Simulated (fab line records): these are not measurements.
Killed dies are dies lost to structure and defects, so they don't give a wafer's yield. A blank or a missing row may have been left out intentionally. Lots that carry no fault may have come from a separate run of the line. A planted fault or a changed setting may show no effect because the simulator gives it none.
Which tool was responsible? :: flow gf180mcu :: 12 lots, 36 wafers sampled, at 2 steps of a route of 602

WHAT THE GAUGES READ, wafer by wafer
GF_V2_RS_MEAS_24: measurement is done with a four-point probe.
lot: L252
measured: day 20 07:46
on: film metro-03
V2_W_RS (ohm/sq): 0.331 0.331 0.324

lot: L254
measured: day 21 08:13
on: film metro-04
V2_W_RS (ohm/sq): 0.327 0.325 0.323

lot: L257
measured: day 22 13:32
on: film metro-03
V2_W_RS (ohm/sq): 0.334 0.323 0.335

lot: L259
measured: day 23 02:04
on: film metro-01
V2_W_RS (ohm/sq): 0.320 0.323 0.321

lot: L260
measured: day 23 08:37
on: film metro-03
V2_W_RS (ohm/sq): 0.326 0.326 0.327

lot: L264
measured: day 24 21:56
on: film metro-01
V2_W_RS (ohm/sq): 0.325 0.330 0.330

lot: L265
measured: day 25 01:35
on: film metro-03
V2_W_RS (ohm/sq): 0.334 0.324 0.327

lot: L266
measured: day 25 10:50
on: film metro-03
V2_W_RS (ohm/sq): 0.328 0.334 0.326

lot: L267
measured: day 25 19:49
on: film metro-04
V2_W_RS (ohm/sq): 0.325 0.326 0.325

lot: L268
measured: day 25 22:43
on: film metro-03
V2_W_RS (ohm/sq): 0.329 0.328 0.325

lot: L274
measured: day 27 22:07
on: film metro-03
V2_W_RS (ohm/sq): 0.321 0.323 0.329

lot: L275
measured: day 28 02:02
on: film metro-01
V2_W_RS (ohm/sq): 0.322 0.332 0.321

GF_M3_THK_MEAS_06: measures by xrf.
lot: L252
measured: day 20 08:35
on: film metro-02
M3_ALCU_THK (nm): 444 446 449

lot: L254
measured: day 21 09:02
on: film metro-01
M3_ALCU_THK (nm): 444 446 442

lot: L257
measured: day 22 14:23
on: film metro-02
M3_ALCU_THK (nm): 448 455 448

lot: L259
measured: day 23 02:53
on: film metro-01
M3_ALCU_THK (nm): 447 450 445

lot: L260
measured: day 23 09:26
on: film metro-01
M3_ALCU_THK (nm): 454 451 455

lot: L264
measured: day 24 22:46
on: film metro-04
M3_ALCU_THK (nm): 455 446 447

lot: L265
measured: day 25 02:25
on: film metro-01
M3_ALCU_THK (nm): 442 450 447

lot: L266
measured: day 25 11:40
on: film metro-02
M3_ALCU_THK (nm): 444 444 442

lot: L267
measured: day 25 20:38
on: film metro-01
M3_ALCU_THK (nm): 444 441 453

lot: L268
measured: day 25 23:30
on: film metro-02
M3_ALCU_THK (nm): 454 452 451

lot: L274
measured: day 27 23:03
on: film metro-02
M3_ALCU_THK (nm): 442 447 448

lot: L275
measured: day 28 02:50
on: film metro-04
M3_ALCU_THK (nm): 446 446 449

WHICH TOOL RAN EACH LOT (tool, then ch and the chambers of the sampled wafers, then the start)
There is no process step in the record ahead of these readings.

WHAT THE TOOLS THEMSELVES READ (means of the sampled wafers that have a number; where no wafer has one, the mark that the record gives instead)
The record holds no such reading with a usual standard deviation.

THE ANSWER, worked out from the rows above alone
Rule: the usual values come from the lots themselves. Put in order of their means at a reading, lots are off if they are a third of the lots or fewer, leave a main group of 4 or more, and stand apart from it by a gap of 3 or more times the standard deviation of the main group's means; of several such gaps the widest counts. Not used: any main group whose means are identical at the precision the tables above print for the reading. Also off: a lot with no number at a reading for which 4 or more lots have one. The other lots that the step has rows for count as sound. First the gauges in route order, then the tools' own readings, where a lot's mean is used as printed above. The first step at which some lot is off is used, and at that step the reading that is off furthest; a lot without a number counts as furthest.
Nothing can be told from this: no lot is off at any reading shown.

WHAT HAD BEEN PUT IN BY THE SIMULATOR
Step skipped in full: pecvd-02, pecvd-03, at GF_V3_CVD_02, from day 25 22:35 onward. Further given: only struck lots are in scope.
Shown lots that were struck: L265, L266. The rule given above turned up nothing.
